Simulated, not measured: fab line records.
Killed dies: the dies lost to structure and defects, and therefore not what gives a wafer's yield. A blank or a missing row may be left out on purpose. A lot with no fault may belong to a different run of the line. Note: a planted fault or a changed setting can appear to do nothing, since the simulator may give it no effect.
A lot that was struck, set against a sound lot || flow sky130 || 15 steps out of a route of 708
Sound: these wafers, L827.2, L827.3, L827.5. Wafers struck: L816.1, L816.4, L816.5. The cause is given at the end.
At each step with rows: each side's tool, then ch and its chambers, then its first start. Under that, the readings that differ: sound wafers || struck wafers || difference of the means || sigmas: that difference in standard deviations of wafers without a fault.
alike: a reading whose means differ by less than 2 such deviations, as well as words and numbers matching on both sides. not compared: withheld readings; readings where some wafer has no value; bounds like >300 that might hide an equal value; numbers whose values overlap and for which the record gives no deviation.
The two part at a step that has a row with sigmas, a row that says differs or no value, or rows on one side only. When numbers do not overlap yet have no deviation, they are printed without sigmas and do not part them. A reading that every wafer of one side lacks parts them only if that side has two wafers or more.

SKY_VIA4_CMP_21: polishes, stops on SiO2, t overpolish 25 s, target thk 0 nm.
  sound on cmp-01 ch 1,3, day 48 02:21; struck on cmp-02 ch 1,2,3, day 45 15:29
  alike: motor current A, overpolish run s, time to endpoint s
then, 1 step without rows for these wafers: SKY_METAL5_SPUTTER_00 (material Ti, target thk 15 nm, time 10 s).
SKY_METAL5_SPUTTER_01: material TiN, target thk 20 nm, time 16.7 s.
  sound on pvd sputter-01, day 48 02:40; struck on pvd sputter-04, day 45 15:45
  alike: cathode dc power W, throttle valve pct
SKY_METAL5_SPUTTER_02: material AlCu, target thk 1150 nm, time 61.2 s.
  sound on pvd sputter-01, day 48 02:41; struck on pvd sputter-04, day 45 15:47
  alike: cathode dc power W, throttle valve pct
SKY_METAL5_SPUTTER_03: material Ti, target thk 5 nm, time 3.3 s.
  sound on pvd sputter-01, day 48 02:44; struck on pvd sputter-04, day 45 15:50
  alike: cathode dc power W, throttle valve pct
SKY_METAL5_SPUTTER_04: material TiN, target thk 70 nm, time 58.3 s.
  sound on pvd sputter-01, day 48 02:46; struck on pvd sputter-04, day 45 15:51
  alike: cathode dc power W, throttle valve pct
SKY_METAL5_RS_MEAS_05: measures by four-point-probe.
  sound on film metro-02, day 48 02:50; struck on film metro-02, day 45 15:54
  alike: METAL5_ALCU_RS
SKY_METAL5_THK_MEAS_06: measures by xrf.
  sound on film metro-02, day 48 02:56; struck on film metro-02, day 45 16:01
  alike: METAL5_ALCU_THK
then, 4 steps without rows for these wafers: SKY_METAL5_DEHYDRATE_07 (time 60 s); SKY_METAL5_HMDS_08 (prime time 60 s); SKY_METAL5_COAT_09 (resist thk 1800 nm); SKY_METAL5_SOFTBAKE_10 (time 60 s).
SKY_METAL5_EXPOSE_11: exposes mask MM5, target cd 1600 nm.
  sound on iline stepper-02 ch 0, day 48 12:31; struck on iline stepper-01 ch 0, day 46 02:17
{"reading": "model.METAL5.overlay x nm (nm)", "sound": "1.152 1.152 1.152", "struck": "529.7 529.7 529.7", "difference": "+528.5", "sigmas": ""}
  alike: mask
after that, 1 step had no rows for these wafers: SKY_METAL5_PEB_12.
-- the record jumps here: 2 days lie between the struck wafers' starts before and after (it left off in module METAL5 and takes up again in module PAD_OPEN, whose first step shown is number 708 of the route) --
SKY_PAD_OPEN_PROBE_99:
  sound on prober-01, day 50 11:48; struck on prober-02, day 48 09:17
{"reading": "model.etest.via4 chain.rc ohm", "sound": "0.778 0.8027 0.8117", "struck": "1.02 1.008 1.003", "difference": "+0.21", "sigmas": ""}
  alike: defect limited yield, killed_at_M0_to_M3, killed_at_M4_up, killed at contacts, killed at front end, killed at other, killed dies, killed open, killed short, sort_bin_3_pad_short, sort_bin_5_function, sort_bin_6_memory, sort n pass, sort yield pct

== WHERE THEY PART ==
Nowhere in this record.

WHY: what had been put in by the simulator
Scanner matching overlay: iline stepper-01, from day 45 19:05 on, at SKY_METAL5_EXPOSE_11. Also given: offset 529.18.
